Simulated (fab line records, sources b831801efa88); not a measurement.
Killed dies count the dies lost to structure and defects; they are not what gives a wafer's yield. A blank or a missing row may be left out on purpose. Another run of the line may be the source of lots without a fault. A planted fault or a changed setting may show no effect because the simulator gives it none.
Which tool did it? / flow gf180mcu / 14 lots with 42 wafers sampled at 5 steps, on a route of 602 steps

== WHAT THE GAUGES SHOWED, per wafer ==
GF_POLY_GATE_THK_MEAS_17. Usual: POLY_GATE_OXIDATION_THK typically reads 4.06 nm, with standard deviation 0.07.
lot=L780; measured=day 9 08:37; on=film_metro-02; POLY_GATE_OXIDATION_THK (nm)=3.96 3.87 3.94; flag=
lot=L781; measured=day 10 00:17; on=film_metro-02; POLY_GATE_OXIDATION_THK (nm)=4.02 4.04 4.05; flag=
lot=L783; measured=day 10 13:16; on=film_metro-02; POLY_GATE_OXIDATION_THK (nm)=4.04 4.07 4.17; flag=
lot=L782; measured=day 10 16:28; on=film_metro-02; POLY_GATE_OXIDATION_THK (nm)=4.19 4.11 4.15; flag=
lot=L785; measured=day 11 02:46; on=film_metro-04; POLY_GATE_OXIDATION_THK (nm)=3.97 3.93 4.00; flag=
lot=L787; measured=day 12 03:42; on=film_metro-02; POLY_GATE_OXIDATION_THK (nm)=4.02 4.15 4.03; flag=
lot=L788; measured=day 12 03:51; on=film_metro-04; POLY_GATE_OXIDATION_THK (nm)=3.97 4.02 4.05; flag=
lot=L789; measured=day 12 06:26; on=film_metro-01; POLY_GATE_OXIDATION_THK (nm)=4.05 4.06 4.03; flag=
lot=L794; measured=day 13 15:51; on=film_metro-01; POLY_GATE_OXIDATION_THK (nm)=3.99 3.93 3.97; flag=
lot=L796; measured=day 14 08:07; on=film_metro-02; POLY_GATE_OXIDATION_THK (nm)=4.19 4.08 4.12; flag=
lot=L797; measured=day 14 10:35; on=film_metro-02; POLY_GATE_OXIDATION_THK (nm)=4.09 4.09 4.07; flag=
lot=L798; measured=day 15 01:46; on=film_metro-02; POLY_GATE_OXIDATION_THK (nm)=4.02 4.07 4.08; flag=
lot=L802; measured=day 16 05:05; on=film_metro-02; POLY_GATE_OXIDATION_THK (nm)=4.08 4.06 4.17; flag=
lot=L803; measured=day 16 13:50; on=film_metro-01; POLY_GATE_OXIDATION_THK (nm)=3.95 4.03 3.98; flag=

GF_HV_LDD_OVL_MEAS_47. Usual: HV_LDD_03_OVL typically reads -1.1 nm, with standard deviation 1.5.
lot=L780; measured=day 12 12:41; on=overlay-01; HV_LDD_03_OVL (nm)=0.3 -0.8 -2.1; flag=
lot=L781; measured=day 13 05:50; on=overlay-01; HV_LDD_03_OVL (nm)=1.6 0.6 -0.2; flag=
lot=L783; measured=day 13 20:40; on=overlay-02; HV_LDD_03_OVL (nm)=-0.5 -0.9 -1.6; flag=
lot=L782; measured=day 13 23:05; on=overlay-01; HV_LDD_03_OVL (nm)=-3.5 -3.2 -3.6; flag=
lot=L785; measured=day 14 11:20; on=overlay-02; HV_LDD_03_OVL (nm)=-0.7 1.1 0.4; flag=
lot=L787; measured=day 15 18:17; on=overlay-02; HV_LDD_03_OVL (nm)=-1.6 -0.6 1.7; flag=
lot=L788; measured=day 15 18:29; on=overlay-01; HV_LDD_03_OVL (nm)=-1.5 -0.5 -0.9; flag=
lot=L789; measured=day 15 20:05; on=overlay-01; HV_LDD_03_OVL (nm)=-2.1 -0.1 -1.6; flag=
lot=L794; measured=day 17 09:54; on=overlay-01; HV_LDD_03_OVL (nm)=-4.3 -2.1 0.1; flag=
lot=L796; measured=day 18 06:04; on=overlay-01; HV_LDD_03_OVL (nm)=-1.3 0.7 0.9; flag=
lot=L797; measured=day 18 06:58; on=overlay-01; HV_LDD_03_OVL (nm)=-0.8 -1.0 -2.0; flag=
lot=L798; measured=day 19 01:26; on=overlay-01; HV_LDD_03_OVL (nm)=-4.0 -1.4 -2.1; flag=
lot=L802; measured=day 20 06:47; on=overlay-01; HV_LDD_03_OVL (nm)=-0.5 -0.7 -0.2; flag=
lot=L803; measured=day 20 16:19; on=overlay-01; HV_LDD_03_OVL (nm)=-0.8 -3.2 -1.4; flag=

GF_PSD_TW_MEAS_11. Usual: PSD_TW typically reads 3167, with standard deviation 26.
lot=L780; measured=day 14 10:04; on=film_metro-04; PSD_TW=3199 3217 3199; flag=
lot=L781; measured=day 15 05:07; on=film_metro-02; PSD_TW=3159 3166 3143; flag=
lot=L783; measured=day 15 19:46; on=film_metro-02; PSD_TW=3174 3162 3174; flag=
lot=L782; measured=day 15 23:31; on=film_metro-02; PSD_TW=3181 3166 3169; flag=
lot=L785; measured=day 16 11:10; on=film_metro-03; PSD_TW=3144 3157 3139; flag=
lot=L787; measured=day 17 22:31; on=film_metro-04; PSD_TW=3216 3205 3229; flag=
lot=L788; measured=day 17 22:40; on=film_metro-03; PSD_TW=3134 3128 3120; flag=
lot=L789; measured=day 18 03:48; on=film_metro-04; PSD_TW=3222 3201 3215; flag=
lot=L794; measured=day 19 14:38; on=film_metro-03; PSD_TW=3134 3123 3132; flag=
lot=L796; measured=day 20 11:07; on=film_metro-02; PSD_TW=30 30 30; flag=OFF
lot=L797; measured=day 20 12:19; on=film_metro-04; PSD_TW=30 30 30; flag=OFF
lot=L798; measured=day 21 06:10; on=film_metro-04; PSD_TW=3174 3166 3164; flag=
lot=L802; measured=day 22 11:20; on=film_metro-04; PSD_TW=3181 3188 3208; flag=
lot=L803; measured=day 22 18:37; on=film_metro-02; PSD_TW=3175 3167 3165; flag=

== WHICH TOOL RAN EACH LOT (tool, then ch and the chambers of the sampled wafers, then the start) ==
lot=L780; GF_NSD_STRIP_11=plasma_asher-03 ch 0,1, day 13 12:38; GF_PSD_STRIP_10=plasma_asher-03 ch 0,1, day 14 09:58
lot=L781; GF_NSD_STRIP_11=plasma_asher-03 ch 1, day 14 06:40; GF_PSD_STRIP_10=plasma_asher-04 ch 0, day 15 05:01
lot=L783; GF_NSD_STRIP_11=plasma_asher-02 ch 0,1, day 14 21:17; GF_PSD_STRIP_10=plasma_asher-03 ch 0,1, day 15 19:40
lot=L782; GF_NSD_STRIP_11=plasma_asher-02 ch 0,1, day 15 00:56; GF_PSD_STRIP_10=plasma_asher-04 ch 0,1, day 15 23:25
lot=L785; GF_NSD_STRIP_11=plasma_asher-03 ch 0,1, day 15 12:32; GF_PSD_STRIP_10=plasma_asher-03 ch 0,1, day 16 11:04
lot=L787; GF_NSD_STRIP_11=plasma_asher-02 ch 1, day 16 22:22; GF_PSD_STRIP_10=plasma_asher-03 ch 0,1, day 17 22:25
lot=L788; GF_NSD_STRIP_11=plasma_asher-03 ch 0,1, day 16 22:40; GF_PSD_STRIP_10=plasma_asher-04 ch 0,1, day 17 22:34
lot=L789; GF_NSD_STRIP_11=plasma_asher-02 ch 0,1, day 17 03:32; GF_PSD_STRIP_10=plasma_asher-04 ch 0,1, day 18 03:42
lot=L794; GF_NSD_STRIP_11=plasma_asher-02 ch 0,1, day 18 13:35; GF_PSD_STRIP_10=plasma_asher-01 ch 0,1, day 19 14:32
lot=L796; GF_NSD_STRIP_11=plasma_asher-02 ch 0,1, day 19 10:10; GF_PSD_STRIP_10=plasma_asher-03 ch 0,1, day 20 11:01
lot=L797; GF_NSD_STRIP_11=plasma_asher-03 ch 0,1, day 19 11:20; GF_PSD_STRIP_10=plasma_asher-01 ch 0,1, day 20 12:13
lot=L798; GF_NSD_STRIP_11=plasma_asher-02 ch 0,1, day 20 06:04; GF_PSD_STRIP_10=plasma_asher-04 ch 0,1, day 21 06:04
lot=L802; GF_NSD_STRIP_11=plasma_asher-03 ch 0,1, day 21 10:29; GF_PSD_STRIP_10=plasma_asher-01 ch 0,1, day 22 11:14
lot=L803; GF_NSD_STRIP_11=plasma_asher-02 ch 0,1, day 21 19:34; GF_PSD_STRIP_10=plasma_asher-03 ch 0, day 22 18:31
- GF_NSD_STRIP_11: strips in O2/N2.
- GF_PSD_STRIP_10: strips in O2/N2.

== WHAT THE TOOLS THEMSELVES READ (means of the sampled wafers that have a number; where no wafer has one, the mark that the record gives instead) ==
GF_NSD_STRIP_11. Usual: chamber_pressure_mTorr 1499.9 mTorr, standard deviation 1.4; drypump_motor_current_A 5.6 A, standard deviation 0.4; heater_power_w 335 W, standard deviation 34; oes_product_au 0.487 a.u., standard deviation 0.0045; strip_time_to_endpoint_s 22.98 s, standard deviation 0.051.
lot=L780; tool=plasma_asher-03; chamber_pressure_mTorr (mTorr)=1500.0; drypump_motor_current_A (A)=5.2; heater_power_w (W)=328; oes_product_au (a.u.)=0.492; strip_time_to_endpoint_s (s)=22.96; flag=
lot=L781; tool=plasma_asher-03; chamber_pressure_mTorr (mTorr)=1500.4; drypump_motor_current_A (A)=4.8; heater_power_w (W)=302; oes_product_au (a.u.)=0.487; strip_time_to_endpoint_s (s)=23.00; flag=
lot=L783; tool=plasma_asher-02; chamber_pressure_mTorr (mTorr)=1499.5; drypump_motor_current_A (A)=5.7; heater_power_w (W)=319; oes_product_au (a.u.)=0.486; strip_time_to_endpoint_s (s)=22.98; flag=
lot=L782; tool=plasma_asher-02; chamber_pressure_mTorr (mTorr)=1500.0; drypump_motor_current_A (A)=5.8; heater_power_w (W)=323; oes_product_au (a.u.)=0.488; strip_time_to_endpoint_s (s)=22.94; flag=
lot=L785; tool=plasma_asher-03; chamber_pressure_mTorr (mTorr)=1499.6; drypump_motor_current_A (A)=5.2; heater_power_w (W)=331; oes_product_au (a.u.)=0.486; strip_time_to_endpoint_s (s)=23.01; flag=
lot=L787; tool=plasma_asher-02; chamber_pressure_mTorr (mTorr)=1499.5; drypump_motor_current_A (A)=5.9; heater_power_w (W)=329; oes_product_au (a.u.)=0.492; strip_time_to_endpoint_s (s)=23.03; flag=
lot=L788; tool=plasma_asher-03; chamber_pressure_mTorr (mTorr)=1498.7; drypump_motor_current_A (A)=5.6; heater_power_w (W)=364; oes_product_au (a.u.)=0.485; strip_time_to_endpoint_s (s)=22.90; flag=
lot=L789; tool=plasma_asher-02; chamber_pressure_mTorr (mTorr)=1499.5; drypump_motor_current_A (A)=5.8; heater_power_w (W)=326; oes_product_au (a.u.)=0.487; strip_time_to_endpoint_s (s)=22.95; flag=
lot=L794; tool=plasma_asher-02; chamber_pressure_mTorr (mTorr)=1501.1; drypump_motor_current_A (A)=5.8; heater_power_w (W)=329; oes_product_au (a.u.)=0.487; strip_time_to_endpoint_s (s)=22.96; flag=
lot=L796; tool=plasma_asher-02; chamber_pressure_mTorr (mTorr)=-; drypump_motor_current_A (A)=-; heater_power_w (W)=-; oes_product_au (a.u.)=-; strip_time_to_endpoint_s (s)=-; flag=OFF
lot=L797; tool=plasma_asher-03; chamber_pressure_mTorr (mTorr)=-; drypump_motor_current_A (A)=-; heater_power_w (W)=-; oes_product_au (a.u.)=-; strip_time_to_endpoint_s (s)=-; flag=OFF
lot=L798; tool=plasma_asher-02; chamber_pressure_mTorr (mTorr)=1500.4; drypump_motor_current_A (A)=5.7; heater_power_w (W)=328; oes_product_au (a.u.)=0.489; strip_time_to_endpoint_s (s)=22.96; flag=
lot=L802; tool=plasma_asher-03; chamber_pressure_mTorr (mTorr)=1500.8; drypump_motor_current_A (A)=5.6; heater_power_w (W)=368; oes_product_au (a.u.)=0.484; strip_time_to_endpoint_s (s)=22.94; flag=
lot=L803; tool=plasma_asher-02; chamber_pressure_mTorr (mTorr)=1502.1; drypump_motor_current_A (A)=5.7; heater_power_w (W)=326; oes_product_au (a.u.)=0.487; strip_time_to_endpoint_s (s)=22.99; flag=

GF_PSD_STRIP_10. Usual: chamber_pressure_mTorr 1500.0 mTorr, standard deviation 1.2; drypump_motor_current_A 5.5 A, standard deviation 0.45; heater_power_w 354 W, standard deviation 41; oes_product_au 0.592 a.u., standard deviation 0.0044; strip_time_to_endpoint_s 16.53 s, standard deviation 0.042.
lot=L780; tool=plasma_asher-03; chamber_pressure_mTorr (mTorr)=1499.9; drypump_motor_current_A (A)=5.3; heater_power_w (W)=333; oes_product_au (a.u.)=0.601; strip_time_to_endpoint_s (s)=16.52; flag=
lot=L781; tool=plasma_asher-04; chamber_pressure_mTorr (mTorr)=1499.1; drypump_motor_current_A (A)=5.1; heater_power_w (W)=358; oes_product_au (a.u.)=0.589; strip_time_to_endpoint_s (s)=16.48; flag=
lot=L783; tool=plasma_asher-03; chamber_pressure_mTorr (mTorr)=1500.1; drypump_motor_current_A (A)=5.6; heater_power_w (W)=372; oes_product_au (a.u.)=0.590; strip_time_to_endpoint_s (s)=16.50; flag=
lot=L782; tool=plasma_asher-04; chamber_pressure_mTorr (mTorr)=1499.1; drypump_motor_current_A (A)=5.4; heater_power_w (W)=383; oes_product_au (a.u.)=0.592; strip_time_to_endpoint_s (s)=16.54; flag=
lot=L785; tool=plasma_asher-03; chamber_pressure_mTorr (mTorr)=1501.1; drypump_motor_current_A (A)=5.6; heater_power_w (W)=373; oes_product_au (a.u.)=0.594; strip_time_to_endpoint_s (s)=16.54; flag=
lot=L787; tool=plasma_asher-03; chamber_pressure_mTorr (mTorr)=1500.4; drypump_motor_current_A (A)=5.6; heater_power_w (W)=371; oes_product_au (a.u.)=0.592; strip_time_to_endpoint_s (s)=16.59; flag=
lot=L788; tool=plasma_asher-04; chamber_pressure_mTorr (mTorr)=1501.2; drypump_motor_current_A (A)=5.3; heater_power_w (W)=365; oes_product_au (a.u.)=0.592; strip_time_to_endpoint_s (s)=16.52; flag=
lot=L789; tool=plasma_asher-04; chamber_pressure_mTorr (mTorr)=1500.5; drypump_motor_current_A (A)=5.3; heater_power_w (W)=367; oes_product_au (a.u.)=0.590; strip_time_to_endpoint_s (s)=16.56; flag=
lot=L794; tool=plasma_asher-01; chamber_pressure_mTorr (mTorr)=1500.0; drypump_motor_current_A (A)=5.8; heater_power_w (W)=340; oes_product_au (a.u.)=0.587; strip_time_to_endpoint_s (s)=16.55; flag=
lot=L796; tool=plasma_asher-03; chamber_pressure_mTorr (mTorr)=1499.2; drypump_motor_current_A (A)=5.6; heater_power_w (W)=372; oes_product_au (a.u.)=0.655; strip_time_to_endpoint_s (s)=31.61; flag=OFF
lot=L797; tool=plasma_asher-01; chamber_pressure_mTorr (mTorr)=1500.0; drypump_motor_current_A (A)=5.8; heater_power_w (W)=328; oes_product_au (a.u.)=0.655; strip_time_to_endpoint_s (s)=31.48; flag=OFF
lot=L798; tool=plasma_asher-04; chamber_pressure_mTorr (mTorr)=1500.8; drypump_motor_current_A (A)=5.3; heater_power_w (W)=358; oes_product_au (a.u.)=0.593; strip_time_to_endpoint_s (s)=16.49; flag=
lot=L802; tool=plasma_asher-01; chamber_pressure_mTorr (mTorr)=1500.7; drypump_motor_current_A (A)=5.8; heater_power_w (W)=341; oes_product_au (a.u.)=0.592; strip_time_to_endpoint_s (s)=16.53; flag=
lot=L803; tool=plasma_asher-03; chamber_pressure_mTorr (mTorr)=1500.0; drypump_motor_current_A (A)=6.0; heater_power_w (W)=407; oes_product_au (a.u.)=0.587; strip_time_to_endpoint_s (s)=16.48; flag=

== THE ANSWER, worked out from the rows above alone ==
Rule: a lot is off if the mean of its wafers that have a number lies more than 3 standard deviations from the usual mean. A lot without any number at a reading at which 4 lots or more have one is off too. Any other lot the step has rows for is counted as sound. The gauges are gone through in route order, then the tools' own readings, and for those a lot's mean is taken as printed above. At the first step where some lot is off, the reading lying furthest off is the one used; lots without a number count as furthest.
Off: at GF_PSD_TW_MEAS_11 (PSD_TW), L796, L797.
If a tool, at a process step before that reading, ran all the lots that are off and no sound lot after the first of them, it fits. Not tried: the gauges at GF_PSD_TW_MEAS_11; whatever is off there is also off at GF_NSD_STRIP_11, on other tools, and gauge error can't account for it. Of those tried, none fits.

== WHAT WAS PUT IN BY THE SIMULATOR ==
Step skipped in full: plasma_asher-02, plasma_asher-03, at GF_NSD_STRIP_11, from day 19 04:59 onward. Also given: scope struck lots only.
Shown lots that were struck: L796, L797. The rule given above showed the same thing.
